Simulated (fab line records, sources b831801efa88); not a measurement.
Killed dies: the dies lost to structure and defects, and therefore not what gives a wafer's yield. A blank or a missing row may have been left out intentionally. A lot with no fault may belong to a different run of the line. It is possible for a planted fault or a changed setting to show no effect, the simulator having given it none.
fab line records | flow sky130
record lots=6 | wafers=18 | last_day=50
route steps=708 shown METAL3@570 VIA3@573 PAD_OPEN@708
lots with no fault: from the same line, run without faults
start_h: hours from the record's opening day to when the first of the lot's shown wafers began | wait_h: hours since the lot's step before | " identical to the entry in the row above | L1.1+2: a row that stands for several wafers | - no value present, or no start provided | * or withheld: withheld | < > ~ a bound
route shown NAME@n: a module of which the file shows steps, and the number in the route of the first | usual: the fault-free wafers' mean and standard deviation | same: alike in all rows | chamber/n: place in a boat | sites: per-site readings | _std_site: the values' standard deviation | _edge_site: outer sites' mean less inner sites' | radius_mm: for every site, how far away it sits from the centre of the wafer | mask NAME#n: copy n | behind: the last tool/chamber to shape the wafer | hold: reason for holding the lot/hours on hold/outcome of the hold | device: the n, p or np transistor that did not switch | end of line: the tests these same wafers got at the end of their route | step lacking rows: just its recipe | killed: not the wafer's yield, but the dies lost to structure and defects at the first sort | map: dies across one wafer; x = killed, . = not, _ = none there
set.NAME: the setting as run; set.NAME@STEP: as run at that earlier step | model.NAME: the simulator's own value behind a step, which no gauge read
lots seen at some steps along the route; tables by step, rows by wafer
services: when a tool's chamber went out of use (start_h, in hours from the record's first day, below 0 if earlier), for how many hours, and the reason
## steps
# step SKY_METAL3_STRIP_20
# recipe chemistry=post_etch_residue_remover | time_s=1200 | temp_c=72.5
# step SKY_METAL3_CLEAN_21
# recipe chemistry=IPA | time_s=180 | temp_c=25
# step SKY_METAL3_CLEAN_22
# recipe chemistry=O3/DIW | dry=n2_spin
# step SKY_VIA3_HDPCVD_00
# recipe material=SiO2 | target_thk_nm=1635 | sigma_open_frac=0.3 | time_s=272.5 | temp_c=400 | sih4_flow_sccm=60 | pressure_mtorr=6
# step SKY_VIA3_THK_MEAS_01
# recipe reads=SiO2_of_VIA3_HDPCVD_00
# usual VIA3_HDPCVD_THK=1627/23
lot.wafer | tool          | chamber | start_h | wait_h | VIA3_HDPCVD_THK[nm]
L747.1    | film_metro-03 | -       | 922.00  | 0.1    | 1631
L747.3    | "             | -       | "       | "      | 1604
L747.6    | "             | -       | "       | "      | 1624
L751.4    | film_metro-02 | -       | 971.17  | 0.0    | 1647
L751.5    | "             | -       | "       | "      | 1650
L751.6    | "             | -       | "       | "      | 1637
L753.1    | film_metro-04 | -       | 987.71  | 0.1    | 1578
L753.4    | "             | -       | "       | "      | 1620
L753.5    | "             | -       | "       | "      | 1625
L754.1    | film_metro-03 | -       | 990.19  | 0.1    | 1603
L754.4    | "             | -       | "       | "      | 1579
L754.5    | "             | -       | "       | "      | 1629
L758.1    | film_metro-04 | -       | 1000.81 | 0.1    | 1666
L758.4    | "             | -       | "       | "      | 1646
L758.5    | "             | -       | "       | "      | 1660
L764.3    | film_metro-02 | -       | 1039.29 | 0.1    | 1620
L764.4    | "             | -       | "       | "      | 1620
L764.5    | "             | -       | "       | "      | 1644
# step SKY_VIA3_CMP_02
# recipe material=SiO2 | down_force_psi=4 | platen_rpm=60 | pad_velocity_m_s=0.94248
# usual motor_current_A=12.3/1.5
lot.wafer | tool   | chamber | start_h | wait_h | motor_current_A
L747.3    | cmp-02 | 2       | 922.11  | 0.1    | 12.5
L747.1    | "      | 0       | "       | "      | 12.3
L747.6    | "      | 2       | "       | "      | 13.0
L751.4    | cmp-02 | 2       | 971.20  | 0.0    | 13.9
L751.6    | "      | 2       | "       | "      | 13.8
L751.5    | "      | 3       | "       | "      | 13.9
L753.4    | cmp-02 | 1       | 987.82  | 0.1    | 13.6
L753.1    | "      | 3       | "       | "      | 13.1
L753.5    | "      | 0       | "       | "      | 12.0
L754.1    | cmp-01 | 0       | 990.30  | 0.1    | 9.7
L754.4    | "      | 1       | "       | "      | 12.4
L754.5    | "      | 3       | "       | "      | 10.4
L758.4    | cmp-01 | 2       | 1000.92 | 0.1    | 13.7
L758.1    | "      | 3       | "       | "      | 10.0
L758.5    | "      | 1       | "       | "      | 12.9
L764.4    | cmp-01 | 2       | 1039.33 | 0.0    | 13.9
L764.3    | "      | 3       | "       | "      | 10.2
L764.5    | "      | 2       | "       | "      | 14.2
# step SKY_VIA3_BOW_MEAS_03
# recipe mode=bow
# usual VIA3_BOW=79/7.8
lot.wafer | tool          | chamber | start_h | wait_h | VIA3_BOW[um]
L747.1    | film_metro-02 | -       | 922.36  | 0.1    | 86
L747.3    | "             | -       | "       | "      | 78
L747.6    | "             | -       | "       | "      | 83
L751.4    | film_metro-04 | -       | 971.56  | 0.3    | 93
L751.5    | "             | -       | "       | "      | 84
L751.6    | "             | -       | "       | "      | 82
L753.1    | film_metro-02 | -       | 988.07  | 0.1    | 73
L753.4    | "             | -       | "       | "      | 76
L753.5    | "             | -       | "       | "      | 79
L754.1    | film_metro-04 | -       | 990.55  | 0.2    | 83
L754.4    | "             | -       | "       | "      | 91
L754.5    | "             | -       | "       | "      | 92
L758.1    | film_metro-02 | -       | 1001.17 | 0.1    | 81
L758.4    | "             | -       | "       | "      | 72
L758.5    | "             | -       | "       | "      | 72
L764.3    | film_metro-03 | -       | 1039.67 | 0.2    | 69
L764.4    | "             | -       | "       | "      | 68
L764.5    | "             | -       | "       | "      | 81
# step SKY_VIA3_DEHYDRATE_04
# recipe temp_c=200 | time_s=60
# step SKY_VIA3_HMDS_05
# recipe prime_time_s=60 | prime_temp_c=120
# step SKY_VIA3_COAT_06
# recipe resist=BARC | temp_c=withheld | time_s=withheld | spin_rpm=3000 | resist_thk_nm=60
# step SKY_VIA3_COAT_07
# recipe resist=KrF-thick | spin_rpm=3000 | resist_thk_nm=450
# step SKY_VIA3_SOFTBAKE_08
# recipe temp_c=100 | time_s=90 | resist=KrF-thick
# step SKY_VIA3_EXPOSE_09
# recipe mask_id=VIM3 | na=0.8 | source_shape=annular | sigma_inner=0.55 | sigma_outer=0.85 | target_cd_nm=200 | dose_mj=38
# usual reticle_temp_C=23.01/0.11 | stage_vel_mm_s=500.05/0.24
# same sigma_inner=0.55
lot.wafer | tool           | chamber | start_h | wait_h | mask   | reticle_temp_C | stage_vel_mm_s | model.VIA3.overlay_x_nm
L747.1    | krf_scanner-02 | 0       | 935.51  | -      | VIM3#0 | 23.08          | 499.49         | -3.946
L747.3    | "              | 0       | "       | "      | VIM3#0 | 22.99          | 499.77         | -3.946
L747.6    | "              | 0       | "       | "      | VIM3#0 | 22.83          | 499.72         | -3.946
L751.4    | krf_scanner-01 | 0       | 983.97  | -      | VIM3#0 | 22.74          | 500.09         | -8.435
L751.5    | "              | 0       | "       | "      | VIM3#0 | 23.11          | 500.06         | -8.435
L751.6    | "              | 0       | "       | "      | VIM3#0 | 22.80          | 500.07         | -8.435
L753.1    | krf_scanner-01 | 0       | 1000.71 | -      | VIM3#0 | 23.26          | 500.06         | 35.22
L753.4    | "              | 0       | "       | "      | VIM3#0 | 22.96          | 499.88         | 35.22
L753.5    | "              | 0       | "       | "      | VIM3#0 | 23.14          | 499.65         | 35.22
L754.1    | krf_scanner-01 | 0       | 1003.39 | -      | VIM3#0 | 23.06          | 499.84         | 28.51
L754.4    | "              | 0       | "       | "      | VIM3#0 | 22.88          | 500.03         | 28.51
L754.5    | "              | 0       | "       | "      | VIM3#0 | 23.04          | 500.04         | 28.51
L758.1    | krf_scanner-02 | 0       | 1013.06 | -      | VIM3#0 | 23.01          | 500.01         | 8.859
L758.4    | "              | 0       | "       | "      | VIM3#0 | 22.95          | 499.92         | 8.859
L758.5    | "              | 0       | "       | "      | VIM3#0 | 22.95          | 500.48         | 8.859
L764.3    | krf_scanner-02 | 0       | 1051.80 | -      | VIM3#0 | 22.98          | 500.38         | 0.3152
L764.4    | "              | 0       | "       | "      | VIM3#0 | 22.98          | 500.12         | 0.3152
L764.5    | "              | 0       | "       | "      | VIM3#0 | 22.96          | 500.25         | 0.3152
# step SKY_VIA3_PEB_10
# recipe peb_temp_c=withheld | peb_time_s=withheld | resist=KrF-thick
# step SKY_VIA3_DEVELOP_11
# recipe develop_time_s=60 | resist=KrF-thick | dev_temp_c=21
# step SKY_VIA3_CD_MEAS_12
# recipe target_cd_nm=200
# usual cd_nm=200.0/1.4
lot.wafer | tool      | chamber | start_h | wait_h | cd_nm
L747.1    | cd_sem-02 | -       | 947.47  | -      | 200.0
L747.3    | "         | -       | "       | "      | 199.0
L747.6    | "         | -       | "       | "      | 196.9
L751.4    | cd_sem-02 | -       | 995.98  | -      | 199.0
L751.5    | "         | -       | "       | "      | 199.7
L751.6    | "         | -       | "       | "      | 200.7
L753.1    | cd_sem-02 | -       | 1012.28 | -      | 201.1
L753.4    | "         | -       | "       | "      | 199.6
L753.5    | "         | -       | "       | "      | 202.1
L754.1    | cd_sem-02 | -       | 1014.23 | -      | 201.5
L754.4    | "         | -       | "       | "      | 200.8
L754.5    | "         | -       | "       | "      | 199.9
L758.1    | cd_sem-02 | -       | 1024.43 | -      | 200.8
L758.4    | "         | -       | "       | "      | 200.3
L758.5    | "         | -       | "       | "      | 200.3
L764.3    | cd_sem-02 | -       | 1062.17 | -      | 196.1
L764.4    | "         | -       | "       | "      | 197.9
L764.5    | "         | -       | "       | "      | 197.9
# step SKY_VIA3_OVL_MEAS_13
# usual VIA3_OVL=0/4.1
lot.wafer | tool       | chamber | start_h | wait_h | VIA3_OVL[nm]
L747.1    | overlay-02 | -       | 947.59  | 0.1    | 3
L747.3    | "          | -       | "       | "      | -2
L747.6    | "          | -       | "       | "      | -2
L751.4    | overlay-02 | -       | 996.06  | 0.1    | -7
L751.5    | "          | -       | "       | "      | -12
L751.6    | "          | -       | "       | "      | -8
L753.1    | overlay-02 | -       | 1012.40 | 0.1    | 36
L753.4    | "          | -       | "       | "      | 36
L753.5    | "          | -       | "       | "      | 32
L754.1    | overlay-02 | -       | 1014.35 | 0.1    | 34
L754.4    | "          | -       | "       | "      | 27
L754.5    | "          | -       | "       | "      | 27
L758.1    | overlay-01 | -       | 1024.55 | 0.1    | 6
L758.4    | "          | -       | "       | "      | 3
L758.5    | "          | -       | "       | "      | 2
L764.3    | overlay-01 | -       | 1062.26 | 0.1    | -4
L764.4    | "          | -       | "       | "      | -1
L764.5    | "          | -       | "       | "      | -5
# step SKY_VIA3_ETCH_14
# recipe chemistry=N2/H2 | target=BARC | ion_energy_ev=200 | source_w=500 | bias_w=100 | pressure_mtorr=30 | n2_flow_sccm=100 | h2_flow_sccm=200 | stop_on=SiO2 | time_s=45.9 | target_depth_a=600
# usual drypump_motor_current_A=5.7/0.6 | oes_product_au=0.855/0.0053 | throttle_valve_pct=13.225/0.0093
lot.wafer | tool        | chamber | start_h | wait_h | drypump_motor_current_A | oes_product_au | rf_hours_counter_h | throttle_valve_pct
L747.1    | rie_diel-03 | 2       | 947.63  | 0.0    | 5.1                     | 0.859          | 14                 | 13.221
L747.3    | "           | 1       | "       | "      | 5.4                     | 0.856          | 12                 | 13.224
L747.6    | "           | 2       | "       | "      | 5.1                     | 0.856          | -                  | 13.224
L751.4    | rie_diel-03 | 0       | 996.08  | 0.0    | 6.3                     | 0.854          | 26                 | 13.207
L751.5    | "           | 0       | "       | "      | 6.3                     | 0.850          | -                  | 13.222
L751.6    | "           | 3       | "       | "      | 5.2                     | 0.860          | -                  | 13.209
L753.1    | rie_diel-03 | 1       | 1012.43 | 0.0    | 5.4                     | 0.860          | 14                 | 13.233
L753.4    | "           | 3       | "       | "      | 5.2                     | 0.864          | 6                  | 13.234
L753.5    | "           | 0       | "       | "      | 6.3                     | 0.866          | -                  | 13.231
L754.1    | rie_diel-02 | 3       | 1014.38 | 0.0    | 6.8                     | 0.854          | 19                 | 13.219
L754.4    | "           | 0       | "       | "      | 6.3                     | 0.852          | 20                 | 13.232
L754.5    | "           | 3       | "       | "      | 6.8                     | 0.855          | -                  | 13.219
L758.1    | rie_diel-04 | 3       | 1024.58 | 0.0    | 5.2                     | 0.859          | 23                 | 13.231
L758.4    | "           | 2       | "       | "      | 5.0                     | 0.860          | 16                 | 13.226
L758.5    | "           | 2       | "       | "      | 5.0                     | 0.860          | -                  | 13.236
L764.3    | rie_diel-02 | 0       | 1062.28 | 0.0    | 6.3                     | 0.851          | 22                 | 13.218
L764.4    | "           | 1       | "       | "      | 5.6                     | 0.852          | 16                 | 13.226
L764.5    | "           | 1       | "       | "      | 5.5                     | 0.848          | -                  | 13.218
# step SKY_PAD_OPEN_PROBE_99
# usual killed_at_M0_to_M3=42/6.2 | killed_at_M4_up=3.0/1.8 | killed_at_contacts=25/5.9 | killed_at_front_end=15/4.5 | killed_at_other=0.2/0.45 | killed_dies=85/9.9 | killed_open=47/6.7 | killed_short=39/6.4
# same gross_dies=492 | killed_at_back_side=0
lot.wafer | tool      | chamber | start_h | wait_h | killed_at_M0_to_M3 | killed_at_M4_up | killed_at_contacts | killed_at_front_end | killed_at_other | killed_dies | killed_open | killed_short | model.etest.nfet_16v.r_on_ohm_um | model.etest.tip_sonos.rs_ohm_sq | model.etest.pfet_g5v0d10v5.r_on_ohm_um | model.etest.nfet_g5v0d10v5.r_on_ohm_um | model.etest.nfet_g5v0d10v5.drive_ua_um | model.etest.nfet_05v0_nvt.drive_ua_um | model.etest.pfet_g5v0d10v5.drive_ua_um | model.etest.nfet_16v.drive_ua_um
L747.1    | prober-01 | -       | 1095.06 | 0.1    | 44                 | 2               | 28                 | 10                  | 0               | 84          | 41          | 43           | 1.402e+04                        | 2630                            | 4743                                   | 1858                                   | 613.9                                  | 582.1                                 | 348                                    | 227.3
L747.3    | prober-01 | -       | 1095.16 | 0.2    | 40                 | 5               | 25                 | 15                  | 0               | 85          | 49          | 36           | 1.41e+04                         | 2614                            | 4752                                   | 1877                                   | 609.2                                  | 576.2                                 | 343.9                                  | 222.7
L747.6    | prober-01 | -       | 1095.31 | 0.2    | 39                 | 5               | 28                 | 15                  | 0               | 87          | 51          | 36           | 1.407e+04                        | 2628                            | 4725                                   | 1883                                   | 605.2                                  | 580.9                                 | 342.6                                  | 222.8
L751.4    | prober-02 | -       | 1133.20 | 0.2    | 40                 | 3               | 23                 | 19                  | 0               | 85          | 48          | 37           | 1.394e+04                        | 2604                            | 4730                                   | 1863                                   | 608                                    | 581.7                                 | 341.4                                  | 225.7
L751.5    | prober-02 | -       | 1133.25 | 0.2    | 41                 | 3               | 21                 | 20                  | 0               | 85          | 53          | 32           | 1.407e+04                        | 2610                            | 4832                                   | 1897                                   | 605.6                                  | 576.4                                 | 340.2                                  | 223.7
L751.6    | prober-02 | -       | 1133.30 | 0.2    | 38                 | 3               | 22                 | 16                  | 0               | 79          | 48          | 31           | 1.408e+04                        | 2619                            | 4757                                   | 1875                                   | 605.2                                  | 580.9                                 | 341.1                                  | 223.7
L753.1    | prober-01 | -       | 1148.84 | 0.1    | 40                 | 1               | 20                 | 17                  | 0               | 78          | 38          | 40           | 1.43e+04                         | 3024                            | 5012                                   | 1974                                   | 552.9                                  | 529.9                                 | 314.1                                  | 201.8
L753.4    | prober-01 | -       | 1148.99 | 0.2    | 40                 | 1               | 22                 | 23                  | 0               | 86          | 51          | 35           | 1.436e+04                        | 2960                            | 4946                                   | 1956                                   | 564.2                                  | 534.5                                 | 321                                    | 204.1
L753.5    | prober-01 | -       | 1149.04 | 0.2    | 49                 | 1               | 34                 | 17                  | 0               | 101         | 61          | 40           | 1.431e+04                        | 2962                            | 5044                                   | 2006                                   | 547.9                                  | 528.6                                 | 318.5                                  | 204.2
L754.1    | prober-02 | -       | 1150.34 | 0.1    | 56                 | 2               | 24                 | 11                  | 0               | 93          | 46          | 47           | 1.464e+04                        | 3117                            | 4850                                   | 1968                                   | 537.2                                  | 526.2                                 | 321.5                                  | 196.9
L754.4    | prober-02 | -       | 1150.49 | 0.2    | 48                 | 3               | 18                 | 13                  | 1               | 83          | 40          | 43           | 1.464e+04                        | 3108                            | 4902                                   | 1974                                   | 540.6                                  | 517                                   | 320.5                                  | 198.7
L754.5    | prober-02 | -       | 1150.54 | 0.2    | 55                 | 2               | 20                 | 19                  | 1               | 97          | 48          | 49           | 1.474e+04                        | 3108                            | 4903                                   | 2000                                   | 540.2                                  | 520.1                                 | 322.2                                  | 197
L758.1    | prober-01 | -       | 1157.35 | 0.1    | 45                 | 1               | 22                 | 12                  | 2               | 82          | 50          | 32           | 1.382e+04                        | 2677                            | 4766                                   | 1879                                   | 608.2                                  | 574.4                                 | 343.5                                  | 224.8
L758.4    | prober-01 | -       | 1157.50 | 0.2    | 38                 | 4               | 18                 | 12                  | 0               | 72          | 37          | 35           | 1.372e+04                        | 2663                            | 4740                                   | 1869                                   | 614.5                                  | 580.6                                 | 339.6                                  | 225.2
L758.5    | prober-01 | -       | 1157.55 | 0.2    | 34                 | 6               | 23                 | 16                  | 0               | 79          | 44          | 35           | 1.382e+04                        | 2685                            | 4768                                   | 1873                                   | 603.2                                  | 577.1                                 | 340.1                                  | 223.2
L764.3    | prober-02 | -       | 1189.75 | 0.2    | 36                 | 2               | 35                 | 18                  | 0               | 91          | 51          | 40           | 1.401e+04                        | 2663                            | 4643                                   | 1845                                   | 610.4                                  | 575.4                                 | 352.2                                  | 223.1
L764.4    | prober-02 | -       | 1189.80 | 0.2    | 53                 | 3               | 23                 | 14                  | 1               | 94          | 47          | 47           | 1.396e+04                        | 2665                            | 4685                                   | 1886                                   | 606.6                                  | 578.1                                 | 347                                    | 225.4
L764.5    | prober-02 | -       | 1189.85 | 0.2    | 44                 | 1               | 23                 | 13                  | 0               | 81          | 47          | 34           | 1.398e+04                        | 2669                            | 4644                                   | 1860                                   | 608.9                                  | 579.5                                 | 346.6                                  | 223
# killed by level:class
L747.1 LI_CONTACT:geometric_particle:open=11 VIA1:geometric_particle:open=8 CONTACT:geometric_particle:open=8 VIA1:geometric_particle:short=6 LOCAL_INTERCONNECT:geometric_particle:short=5 POLY_GATE:geometric_particle:short=5 METAL2:geometric_particle:short=5 METAL3:geometric_particle:short=5
L747.3 VIA1:geometric_particle:open=14 CONTACT:geometric_particle:open=11 METAL2:geometric_particle:short=6 LI_CONTACT:geometric_particle:open=6 FIELD_ISO:geometric_particle:short=4 FIELD_ISO:geometric_particle:open=4 CONTACT:geometric_particle:short=4 VIA3:geometric_particle:open=4
L747.6 VIA1:geometric_particle:open=14 LI_CONTACT:geometric_particle:open=8 CONTACT:geometric_particle:open=8 LOCAL_INTERCONNECT:geometric_particle:short=6 VIA2:geometric_particle:open=6 FIELD_ISO:geometric_particle:open=5 VIA2:geometric_particle:short=4 FIELD_ISO:geometric_particle:short=4
L751.4 LI_CONTACT:geometric_particle:open=10 METAL1:geometric_particle:short=10 POLY_GATE:geometric_particle:open=9 VIA2:geometric_particle:open=6 VIA3:geometric_particle:open=5 LOCAL_INTERCONNECT:geometric_particle:short=5 VIA1:geometric_particle:open=5 CONTACT:geometric_particle:short=4
L751.5 VIA1:geometric_particle:open=13 POLY_GATE:geometric_particle:open=9 CONTACT:geometric_particle:open=7 VIA2:geometric_particle:open=6 LI_CONTACT:geometric_particle:open=5 CONTACT:geometric_particle:short=5 FIELD_ISO:geometric_particle:open=4 POLY_GATE:geometric_particle:short=4
L751.6 VIA1:geometric_particle:open=12 CONTACT:geometric_particle:open=11 POLY_GATE:geometric_particle:open=7 VIA2:geometric_particle:open=5 POLY_GATE:geometric_particle:short=4 LI_CONTACT:geometric_particle:open=4 METAL3:geometric_particle:short=4 LOCAL_INTERCONNECT:geometric_particle:short=3
L753.1 VIA1:geometric_particle:open=9 FIELD_ISO:geometric_particle:short=8 VIA3:geometric_particle:open=8 VIA2:geometric_particle:short=5 LI_CONTACT:geometric_particle:open=5 LOCAL_INTERCONNECT:geometric_particle:short=5 CONTACT:geometric_particle:short=5 METAL2:geometric_particle:short=5
L753.4 LI_CONTACT:geometric_particle:open=10 CONTACT:geometric_particle:open=8 VIA2:geometric_particle:open=8 VIA1:geometric_particle:open=8 FIELD_ISO:geometric_particle:open=7 FIELD_ISO:geometric_particle:short=6 VIA3:geometric_particle:open=5 METAL1:geometric_particle:short=4
L753.5 CONTACT:geometric_particle:open=16 VIA3:geometric_particle:open=10 FIELD_ISO:geometric_particle:open=7 VIA1:geometric_particle:open=7 POLY_GATE:geometric_particle:open=6 CONTACT:geometric_particle:short=6 METAL2:geometric_particle:short=6 VIA2:geometric_particle:open=6
L754.1 VIA1:geometric_particle:open=10 METAL2:geometric_particle:short=9 METAL1:geometric_particle:short=7 CONTACT:geometric_particle:open=7 CONTACT:geometric_particle:short=6 VIA1:geometric_particle:short=6 VIA3:geometric_particle:open=6 VIA2:geometric_particle:open=4
L754.4 VIA1:geometric_particle:open=9 METAL1:geometric_particle:short=9 VIA3:geometric_particle:open=6 POLY_GATE:geometric_particle:open=5 LI_CONTACT:geometric_particle:open=5 VIA2:geometric_particle:short=5 CONTACT:geometric_particle:open=5 VIA3:geometric_particle:short=5
L754.5 VIA2:geometric_particle:open=12 VIA1:geometric_particle:open=10 VIA1:geometric_particle:short=6 FIELD_ISO:geometric_particle:short=5 FIELD_ISO:geometric_particle:open=5 POLY_GATE:geometric_particle:short=5 LI_CONTACT:geometric_particle:open=5 VIA3:geometric_particle:open=5
L758.1 CONTACT:geometric_particle:open=11 VIA2:geometric_particle:open=10 METAL2:geometric_particle:short=9 LI_CONTACT:geometric_particle:open=5 VIA1:geometric_particle:open=5 POLY_GATE:geometric_particle:open=4 VIA3:geometric_particle:open=4 VIA1:geometric_particle:short=4
L758.4 VIA1:geometric_particle:open=7 LI_CONTACT:geometric_particle:open=6 VIA3:geometric_particle:open=5 VIA1:geometric_particle:short=4 METAL2:geometric_particle:short=4 VIA2:geometric_particle:open=4 FIELD_ISO:geometric_particle:short=3 FIELD_ISO:geometric_particle:open=3
L758.5 VIA1:geometric_particle:open=9 CONTACT:geometric_particle:open=8 LI_CONTACT:geometric_particle:open=6 CONTACT:geometric_particle:short=6 VIA3:geometric_particle:open=5 METAL4:geometric_particle:short=5 POLY_GATE:geometric_particle:short=4 VIA2:geometric_particle:open=4
L764.3 LI_CONTACT:geometric_particle:open=10 CONTACT:geometric_particle:open=10 VIA1:geometric_particle:open=6 METAL2:geometric_particle:short=6 POLY_GATE:geometric_particle:open=5 LOCAL_INTERCONNECT:geometric_particle:short=5 METAL1:geometric_particle:short=5 VIA2:geometric_particle:open=5
L764.4 VIA2:geometric_particle:open=8 METAL2:geometric_particle:short=8 METAL1:geometric_particle:short=8 CONTACT:geometric_particle:open=7 VIA1:geometric_particle:open=7 VIA1:geometric_particle:short=6 POLY_GATE:geometric_particle:open=5 LI_CONTACT:geometric_particle:open=5
L764.5 VIA1:geometric_particle:open=12 CONTACT:geometric_particle:open=9 VIA2:geometric_particle:open=7 LOCAL_INTERCONNECT:geometric_particle:short=6 METAL3:geometric_particle:short=6 VIA3:geometric_particle:open=5 FIELD_ISO:geometric_particle:open=4 POLY_GATE:geometric_particle:short=3
## services
tool           | chamber | start_h | hours | kind
cmp-01         | -       | 898.91  | 0.6   | repair
cmp-01         | -       | 899.61  | 5.9   | pm
krf_scanner-02 | -       | 906.04  | 0.8   | pm
cmp-01         | -       | 913.77  | 4.0   | pm
krf_scanner-02 | -       | 914.62  | 1.3   | pm
rie_diel-02    | -       | 926.02  | 0.2   | repair
rie_diel-03    | 3       | 937.78  | 2.5   | repair
rie_diel-03    | 0       | 942.42  | 5.4   | repair
krf_scanner-01 | -       | 943.02  | 0.5   | repair
cmp-01         | -       | 949.93  | 0.9   | repair
krf_scanner-01 | -       | 958.58  | 0.8   | pm
cmp-01         | -       | 958.95  | 3.0   | pm
cmp-01         | -       | 962.74  | 0.7   | repair
cmp-01         | -       | 967.68  | 1.0   | repair
krf_scanner-02 | -       | 969.22  | 0.4   | repair
rie_diel-02    | -       | 969.67  | 2.8   | pm
krf_scanner-01 | -       | 972.55  | 1.3   | pm
rie_diel-03    | 0       | 975.41  | 4.7   | repair
krf_scanner-02 | -       | 979.87  | 1.0   | pm
rie_diel-02    | 2       | 991.44  | 12.5  | repair
cmp-01         | -       | 1001.59 | 17.6  | pm
krf_scanner-01 | -       | 1012.73 | 1.0   | pm
krf_scanner-01 | -       | 1032.67 | 1.0   | repair
rie_diel-03    | -       | 1057.49 | 74.4  | repair
## key
first_sign step=SKY_VIA3_OVL_MEAS_13 | reading=VIA3_OVL | direction=up | sigmas=7.9 | usual=0 | struck=32
effect none on later readings
model_effect step=SKY_VIA3_EXPOSE_09 | value=VIA3.overlay_x_nm | without=-0.9703 | struck=31.87
model_effect step=SKY_PAD_OPEN_PROBE_99 | value=etest.nfet_16v.r_on_ohm_um | without=1.381e+04 | struck=1.45e+04
met_at SKY_VIA3_EXPOSE_09
struck_wafers L753.1,L753.4,L753.5,L754.1,L754.4,L754.5
tester_left_out L753,L754
onset_between 983.97 1000.71
earlier_fault kind=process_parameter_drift | tool=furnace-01 | chamber=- | onset_h=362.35 | steps=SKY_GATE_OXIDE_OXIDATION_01 | channel=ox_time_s | offset=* | shape=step | end_h=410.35 | acts_in=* | stated=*
fault kind=scanner_matching_overlay | tool=krf_scanner-01 | chamber=- | onset_h=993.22 | steps=SKY_VIA3_EXPOSE_09 | offset=32.838
# tester_left_out: of these lots the tester's yield and bins aren't shown, on N5 and GAA mostly nor the transistor test; their killed dies are dies lost to structure and defects alone, not to doping, threshold or leakage, so they don't give the yield
